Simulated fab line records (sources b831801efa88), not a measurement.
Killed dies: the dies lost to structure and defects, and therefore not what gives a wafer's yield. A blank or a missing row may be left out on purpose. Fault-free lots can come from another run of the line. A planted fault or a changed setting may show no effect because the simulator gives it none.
Matching of chambers + flow gf180mcu + 4 sister chambers for GF_V4_CMP_26 on cmp-02
The step polishes, stops on SiO2, t overpolish 15 s, target thk 0 nm. 18 wafers are shown with their chamber, then 9 later ones without.

WAFERS, EACH WITH ITS CHAMBER
| wafer  | chamber | motor current A (A) | time to endpoint s (s) | overpolish run s (s) |
|--------|---------|---------------------|------------------------|----------------------|
| L696.2 | 2       | 11.5                | 77                     | 15.006               |
| L696.4 | 3       | 9.7                 | 77                     | 15.006               |
| L696.5 | 0       | 11.0                | 80                     | 14.987               |
| L698.2 | 1       | 9.4                 | 87                     | 14.983               |
| L698.3 | 2       | 11.8                | 84                     | 15.008               |
| L698.6 | 3       | 10.3                | 84                     | 15.012               |
| L709.3 | 1       | 10.1                | 85                     | 14.997               |
| L709.4 | 0       | 10.5                | 84                     | 14.999               |
| L709.6 | 3       | 9.8                 | 81                     | 15.007               |
| L712.1 | 2       | 11.2                | 84                     | 14.983               |
| L712.2 | 1       | 10.2                | 86                     | 15.002               |
| L712.4 | 3       | 9.8                 | 81                     | 14.988               |
| L713.3 | 2       | 11.4                | 80                     | 14.999               |
| L713.4 | 3       | 10.3                | 83                     | 15.003               |
| L713.5 | 3       | 10.3                | 83                     | 14.989               |
| L714.1 | 1       | 10.1                | 87                     | 15.005               |
| L714.4 | 0       | 10.3                | 83                     | 14.981               |
| L714.6 | 0       | 10.6                | 85                     | 14.994               |

SIGNATURES (means of the wafers above)
| reading            | chamber 0 | chamber 1 | chamber 2 | chamber 3 | scatter within a chamber |
|--------------------|-----------|-----------|-----------|-----------|--------------------------|
| motor current A    | 10.600    | 9.950     | 11.475    | 10.033    | 0.304                    |
| time to endpoint s | 83.00     | 86.25     | 81.25     | 81.50     | 2.43                     |
| overpolish run s   | 14.99025  | 14.99675  | 14.99900  | 15.00083  | 0.00984                  |
Rule: distance of a wafer from a chamber = root of the sum over the readings of ((wafer's reading minus chamber's mean) / reading's scatter) squared. The wafer belongs to the nearest chamber; if the next one is less than 2 further off, it can't be placed. How the scatter is found: for the shown wafers, subtract from each reading the mean of its chamber, square and add these, divide the total by (wafers less chambers), then take the root.

WAFERS MISSING THEIR CHAMBER
| wafer  | motor current A (A) | time to endpoint s (s) | overpolish run s (s) |
|--------|---------------------|------------------------|----------------------|
| L716.3 | 10.3                | 90                     | 15.000               |
| L716.5 | 9.9                 | 87                     | 15.002               |
| L716.6 | 11.9                | 85                     | 15.010               |
| L718.2 | 9.5                 | 82                     | 14.997               |
| L718.5 | 11.7                | 85                     | 15.008               |
| L718.6 | 10.3                | 85                     | 15.009               |
| L719.1 | 9.9                 | 91                     | 15.005               |
| L719.2 | 10.5                | 82                     | 15.018               |
| L719.5 | 10.2                | 92                     | 14.999               |

WHICH CHAMBER EACH ONE RAN IN
| wafer  | from the rows above               | in truth |
|--------|-----------------------------------|----------|
| L716.3 | can't be placed: 1 or 0 or 3      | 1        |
| L716.5 | can't be placed: 1 or 3           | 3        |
| L716.6 | 2                                 | 2        |
| L718.2 | can't be placed: 3 or 1 or 0      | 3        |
| L718.5 | 2                                 | 2        |
| L718.6 | can't be placed: 1 or 3 or 0      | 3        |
| L719.1 | can't be placed: 1 or 3           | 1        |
| L719.2 | can't be placed: 3 or 0 or 1 or 2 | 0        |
| L719.5 | can't be placed: 1 or 0 or 3      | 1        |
Placed correctly: 2 of 9. From these rows, 7 cannot be placed; in 7 the true chamber is one of the candidates. Wrongly placed: 0.
